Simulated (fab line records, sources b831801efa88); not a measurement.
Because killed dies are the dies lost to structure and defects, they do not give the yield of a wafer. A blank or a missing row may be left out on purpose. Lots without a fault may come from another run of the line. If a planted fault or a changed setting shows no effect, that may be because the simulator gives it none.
The tool behind it: which one? :: flow sky130 :: route of 708 steps, sampled at 1 step: 11 lots, 33 wafers

== WHAT THE GAUGES SHOWED, per wafer ==
SKY_METAL3_OVL_MEAS_14.
lot: L614
measured: day 38 05:09
on: overlay-02
METAL3_OVL (nm): 1 0 3

lot: L617
measured: day 40 03:16
on: overlay-01
METAL3_OVL (nm): 6 11 1

lot: L616
measured: day 40 06:45
on: overlay-02
METAL3_OVL (nm): -2 8 5

lot: L625
measured: day 42 01:02
on: overlay-01
METAL3_OVL (nm): -10 -8 -12

lot: L626
measured: day 42 11:10
on: overlay-02
METAL3_OVL (nm): 9 -3 4

lot: L628
measured: day 42 15:33
on: overlay-01
METAL3_OVL (nm): 6 7 11

lot: L632
measured: day 44 00:28
on: overlay-01
METAL3_OVL (nm): -7 -9 -2

lot: L635
measured: day 44 10:48
on: overlay-02
METAL3_OVL (nm): 2 0 2

lot: L634
measured: day 44 13:16
on: overlay-02
METAL3_OVL (nm): 8 6 8

lot: L636
measured: day 44 15:47
on: overlay-01
METAL3_OVL (nm): 0 2 -7

lot: L637
measured: day 44 19:48
on: overlay-02
METAL3_OVL (nm): 5 8 5

== WHICH TOOL RAN EACH LOT (tool, then ch and the chambers of the sampled wafers, then the start) ==
The record shows no process step preceding these readings.

== AS READ BY THE TOOLS THEMSELVES (means over the sampled wafers that have a number; for cases with no such wafer, the mark the record gives instead) ==
The record holds no such reading with a usual standard deviation.

== THE ANSWER, worked out from the rows above alone ==
Rule: what is usual is taken from the lots themselves. The widest of any qualifying gaps counts: lots, ordered by their means at a reading, are off when they make up no more than a third of the lots, leave a main group of 4 or more, and stand apart from it by 3 or more times the standard deviation of that group's means. Not used: any main group whose means are identical at the precision the tables above print for the reading. Also off: a lot with no number at a reading for which 4 or more lots have one. Any other lot the step has rows for is counted as sound. After the gauges, taken in route order, come the tools' own readings; for these a lot's mean is taken, as printed above. At the first step where some lot is off, the reading lying furthest off is the one used; lots without a number count as furthest.
Nothing can be told from this: no lot is off at any reading shown.

== WHAT HAD BEEN PUT IN BY THE SIMULATOR ==
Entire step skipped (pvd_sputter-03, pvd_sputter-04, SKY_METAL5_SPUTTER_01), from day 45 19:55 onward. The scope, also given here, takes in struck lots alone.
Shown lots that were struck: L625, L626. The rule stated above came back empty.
